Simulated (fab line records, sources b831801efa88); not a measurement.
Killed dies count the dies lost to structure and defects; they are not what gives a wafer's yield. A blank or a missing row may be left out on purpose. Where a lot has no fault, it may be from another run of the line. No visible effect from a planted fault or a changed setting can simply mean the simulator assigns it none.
Which tool did it?    flow gf180mcu    36 wafers from 12 lots sampled at 5 of the route's 602 steps

== WHAT EACH GAUGE READ, for each wafer ==
GF_V5_OVL_MEAS_15. Usual: V5_OVL gives -1 nm (standard deviation 5).
lot   measured      on          V5_OVL (nm)  flag
L479  day 27 04:01  overlay-02  -3 -10 -2    
L482  day 27 22:23  overlay-01  -1 2 4       
L483  day 28 10:28  overlay-02  -4 -3 0      
L484  day 28 22:37  overlay-01  1 7 6        
L487  day 29 20:40  overlay-02  1 9 -2       
L489  day 30 15:24  overlay-01  -3 -1 -4     
L491  day 30 21:01  overlay-02  -2 -1 2      
L492  day 31 02:23  overlay-02  -2 -5 -4     
L493  day 31 06:17  overlay-01  11 6 3       
L494  day 31 18:05  overlay-02  3 -3 2       
L500  day 33 05:09  overlay-02  3 -3 -6      
L502  day 33 10:20  overlay-02  -2 0 -9      

GF_TOP_METAL_CD_MEAS_14: the cd target is 440 nm. Usual: 440.3 nm for cd nm, sd 2.2.
lot   measured      on         cd nm (nm)         flag
L479  day 28 01:19  cd sem-01  440.0 440.6 441.0  
L482  day 28 19:03  cd sem-02  437.3 439.7 438.1  
L483  day 29 07:25  cd sem-01  441.0 439.5 441.3  
L484  day 29 18:55  cd sem-01  437.9 441.3 437.9  
L487  day 30 16:26  cd sem-02  441.0 438.8 440.8  
L489  day 31 09:38  cd sem-02  441.1 440.5 441.2  
L491  day 31 15:58  cd sem-02  443.9 442.6 441.4  
L492  day 31 21:25  cd sem-01  440.9 440.5 440.2  
L493  day 32 01:14  cd sem-02  438.3 436.6 436.8  
L494  day 32 12:15  cd sem-02  437.4 438.1 434.1  
L500  day 33 21:41  cd sem-01  398.5 398.3 323.0  OFF
L502  day 34 02:47  cd sem-02  438.2 437.7 438.9  

== WHICH TOOL RAN EACH LOT (tool, then ch and the chambers of the sampled wafers, then the start) ==
lot   GF_V5_CMP_26                   GF_TOP_METAL_SPUTTER_01       GF_TOP_METAL_EXPOSE_11
L479  cmp-01 ch 0,2,3, day 27 05:31  pvd sputter-02, day 27 05:49  iline stepper-01 ch 0, day 27 15:13
L482  cmp-02 ch 0,1,3, day 27 23:38  pvd sputter-04, day 27 23:56  iline stepper-02 ch 0, day 28 10:08
L483  cmp-01 ch 0,3, day 28 11:36    pvd sputter-01, day 28 12:00  iline stepper-02 ch 0, day 28 21:56
L484  cmp-02 ch 0,1,3, day 28 23:44  pvd sputter-01, day 29 00:08  iline stepper-02 ch 0, day 29 09:28
L487  cmp-01 ch 0,3, day 29 21:57    pvd sputter-01, day 29 22:18  iline stepper-01 ch 0, day 30 07:13
L489  cmp-01 ch 1,3, day 30 16:33    pvd sputter-02, day 30 16:54  iline stepper-02 ch 0, day 31 01:16
L491  cmp-01 ch 1,2,3, day 30 22:20  pvd sputter-01, day 30 22:38  iline stepper-02 ch 0, day 31 07:13
L492  cmp-02 ch 1,2, day 31 03:37    pvd sputter-02, day 31 04:01  iline stepper-01 ch 0, day 31 13:14
L493  cmp-02 ch 0,3, day 31 07:27    pvd sputter-02, day 31 07:48  iline stepper-01 ch 0, day 31 17:08
L494  cmp-02 ch 0,1,3, day 31 19:38  pvd sputter-04, day 31 19:56  iline stepper-02 ch 0, day 32 04:11
L500  cmp-02 ch 1,2,3, day 33 06:28  pvd sputter-02, day 33 06:43  iline stepper-01 ch 0, day 33 14:29
L502  cmp-02 ch 0,1,3, day 33 11:27  pvd sputter-04, day 33 11:51  iline stepper-02 ch 0, day 33 19:43
- GF_V5_CMP_26: polishes, stops on SiO2, t overpolish 15 s, target thk 0 nm.
- GF_TOP_METAL_SPUTTER_01: material TiN, target thk 30 nm, time 25 s.
- GF_TOP_METAL_EXPOSE_11: exposes mask MetalTop, target cd 440 nm.

== AS READ BY THE TOOLS THEMSELVES (means over the sampled wafers that have a number; for cases with no such wafer, the mark the record gives instead) ==
GF_V5_CMP_26. Usual: motor current A 10.9 A, standard deviation 0.85; overpolish run s 15.000 s, standard deviation 0.0096; time to endpoint s 85 s, standard deviation 3.3.
lot   tool    motor current A (A)  overpolish run s (s)  time to endpoint s (s)  flag
L479  cmp-01  10.4                 15.001                85                      
L482  cmp-02  10.5                 15.005                84                      
L483  cmp-01  11.1                 14.991                84                      
L484  cmp-02  10.5                 14.991                84                      
L487  cmp-01  11.0                 14.998                89                      
L489  cmp-01  11.9                 15.003                86                      
L491  cmp-01  11.1                 14.997                85                      
L492  cmp-02  11.3                 15.002                88                      
L493  cmp-02  9.5                  14.991                83                      
L494  cmp-02  10.5                 15.002                81                      
L500  cmp-02  11.0                 15.001                85                      
L502  cmp-02  10.6                 15.003                88                      

GF_TOP_METAL_SPUTTER_01. Usual: 29.7 % for throttle valve pct, sd 0.86.
lot   tool            throttle valve pct (%)  flag
L479  pvd sputter-02  29.0                    
L482  pvd sputter-04  29.6                    
L483  pvd sputter-01  30.3                    
L484  pvd sputter-01  29.9                    
L487  pvd sputter-01  29.9                    
L489  pvd sputter-02  29.8                    
L491  pvd sputter-01  30.8                    
L492  pvd sputter-02  28.7                    
L493  pvd sputter-02  30.2                    
L494  pvd sputter-04  29.4                    
L500  pvd sputter-02  29.7                    
L502  pvd sputter-04  29.4                    

GF_TOP_METAL_EXPOSE_11. Usual: exposure dose mJ cm2 169.91, standard deviation 0.2; stage vel mm s 499.99 mm/s, standard deviation 0.23.
lot   tool              exposure dose mJ cm2  stage vel mm s (mm/s)  flag
L479  iline stepper-01  169.83                499.84                 
L482  iline stepper-02  170.23                499.61                 
L483  iline stepper-02  170.10                500.25                 
L484  iline stepper-02  170.08                499.81                 
L487  iline stepper-01  169.96                499.86                 
L489  iline stepper-02  169.81                499.91                 
L491  iline stepper-02  170.19                499.95                 
L492  iline stepper-01  169.68                500.01                 
L493  iline stepper-01  169.72                500.20                 
L494  iline stepper-02  170.08                500.08                 
L500  iline stepper-01  157.91                500.14                 OFF
L502  iline stepper-02  170.18                500.02                 

== THE ANSWER, worked out from the rows above alone ==
Rule: a lot is off if the mean of its wafers that have a number lies more than 3 standard deviations from the usual mean. A lot without any number at a reading at which 4 lots or more have one is off too. The other lots that the step has rows for count as sound. First the gauges in route order, then the tools' own readings, where a lot's mean is used as printed above. The first step at which some lot is off is used, and at that step the reading that is off furthest; a lot without a number counts as furthest.
Off at GF_TOP_METAL_CD_MEAS_14 (cd nm): L500.
If a tool, at a process step before that reading, ran all the lots that are off and no sound lot after the first of them, it fits. Not tried: the gauges at GF_TOP_METAL_CD_MEAS_14; whatever is off there is also off at GF_TOP_METAL_EXPOSE_11, on other tools, and gauge error can't account for it. 2 tools fit, pvd sputter-02 at GF_TOP_METAL_SPUTTER_01 and iline stepper-01 at GF_TOP_METAL_EXPOSE_11, so this cannot tell which one it is.

== WHAT WAS PUT IN BY THE SIMULATOR ==
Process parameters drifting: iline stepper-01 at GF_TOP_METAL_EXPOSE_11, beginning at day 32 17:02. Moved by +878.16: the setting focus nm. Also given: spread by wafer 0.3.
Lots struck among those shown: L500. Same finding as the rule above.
